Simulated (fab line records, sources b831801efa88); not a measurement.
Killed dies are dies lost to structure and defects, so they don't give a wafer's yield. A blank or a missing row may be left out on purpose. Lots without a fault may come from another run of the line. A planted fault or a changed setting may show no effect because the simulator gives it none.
Which tool did it? | flow gf180mcu | 6 lots, 18 wafers sampled, at 2 steps of a route of 602

WHAT THE GAUGES READ, wafer by wafer
GF_V2_RS_MEAS_24: measures by four-point-probe.
lot  | measured     | on            | V2_W_RS (ohm/sq)
L680 | day 21 06:50 | film_metro-03 | 0.327 0.325 0.328
L683 | day 22 05:56 | film_metro-01 | 0.330 0.327 0.331
L685 | day 22 19:18 | film_metro-01 | 0.331 0.330 0.334
L691 | day 25 05:41 | film_metro-03 | 0.352 0.357 0.326
L694 | day 26 00:41 | film_metro-01 | 0.333 0.332 0.363
L701 | day 28 04:21 | film_metro-02 | 0.327 0.328 0.330

WHICH TOOL RAN EACH LOT (tool, then ch and the chambers of the sampled wafers, then the start)
lot  | GF_V2_CVD_23
L680 | cvd_w-02 ch 0,1, day 21 06:44
L683 | cvd_w-01 ch 0,1, day 22 05:49
L685 | cvd_w-01 ch 0,1, day 22 19:10
L691 | cvd_w-01 ch 0,1, day 25 05:34
L694 | cvd_w-01 ch 0,1, day 26 00:34
L701 | cvd_w-02 ch 0,1, day 28 04:14
- GF_V2_CVD_23: deposits W, target thk 350 nm, time 104.94 s.

THE ANSWER, worked out from the rows above alone
Rule: what is usual is taken from the lots themselves. Put in order of their means at a reading, lots are off if they are a third of the lots or fewer, leave a main group of 4 or more, and stand apart from it by a gap of 3 or more times the standard deviation of the main group's means; of several such gaps the widest counts. A main group whose means are all the same, to the digits that the tables above print for the reading, isn't used. A lot without any number at a reading at which 4 lots or more have one is off too. The other lots that the step has rows for count as sound.
Off: L691, L694, at GF_V2_RS_MEAS_24 (V2_W_RS). The main group: mean 0.329 ohm/sq, standard deviation 0.0018.
A tool fits if, at a process step before that reading, it ran every lot that is off, and no sound lot after the first of them. The gauges at GF_V2_RS_MEAS_24 are tried like those tools. One fits: cvd_w-01 at GF_V2_CVD_23. Its last sound lot is L685 (day 22 19:10), its first lot that is off L691 (day 25 05:34): a fault that began between those two fits.

WHAT THE SIMULATOR HAD PUT IN
Process parameter drift: cvd_w-01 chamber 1, from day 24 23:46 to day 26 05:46, at GF_V2_CVD_23. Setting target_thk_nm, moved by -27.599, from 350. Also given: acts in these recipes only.
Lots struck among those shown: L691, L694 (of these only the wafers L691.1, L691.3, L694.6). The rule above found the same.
